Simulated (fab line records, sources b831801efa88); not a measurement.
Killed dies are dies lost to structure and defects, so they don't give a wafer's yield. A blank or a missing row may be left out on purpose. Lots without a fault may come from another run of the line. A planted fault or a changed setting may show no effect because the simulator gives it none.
Chamber matching | flow gf180mcu | GF_V3_CMP_04 on cmp-02: 4 sister chambers
The step polishes SiO2. 4 wafers are shown with their chamber, then 8 later ones without.

WAFERS WITH THEIR CHAMBER
wafer  | chamber | motor_current_A (A)
L821.6 | 2       | 11.3
L824.2 | 0       | 13.2
L824.4 | 3       | 11.8
L827.1 | 1       | 12.5

WAFERS WITHOUT THEIR CHAMBER
wafer  | motor_current_A (A)
L827.5 | 11.6
L827.6 | 11.2
L829.3 | 11.5
L829.4 | 12.8
L829.5 | 12.6
L831.1 | 13.1
L831.2 | 12.4
L831.6 | 13.2

WHICH CHAMBER EACH WENT THROUGH
wafer  | from the rows above     | in truth
L827.5 | can't be placed: 3 or 2 | 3
L827.6 | 2                       | 2
L829.3 | can't be placed: 2 or 3 | 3
L829.4 | can't be placed: 1 or 0 | 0
L829.5 | 1                       | 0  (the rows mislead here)
L831.1 | 0                       | 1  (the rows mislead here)
L831.2 | 1                       | 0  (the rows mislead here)
L831.6 | 0                       | 0
Placed correctly: 2 of 8. Can't be placed from these rows: 3 (the true chamber is among the candidates in 3). Placed wrongly: 3.
How it was worked out, from the rows above alone: a wafer's distance from a chamber is the root of the sum, over the readings, of the square of ((its reading less the chamber's mean) divided by the reading's scatter). The wafer belongs to the nearest chamber; if the next one is less than 2 further off, it can't be placed. A chamber's mean is the mean of its shown wafers. The scatter: with one shown wafer a chamber, the root of the mean of the squares of how far each hidden wafer lies from its nearest shown one.
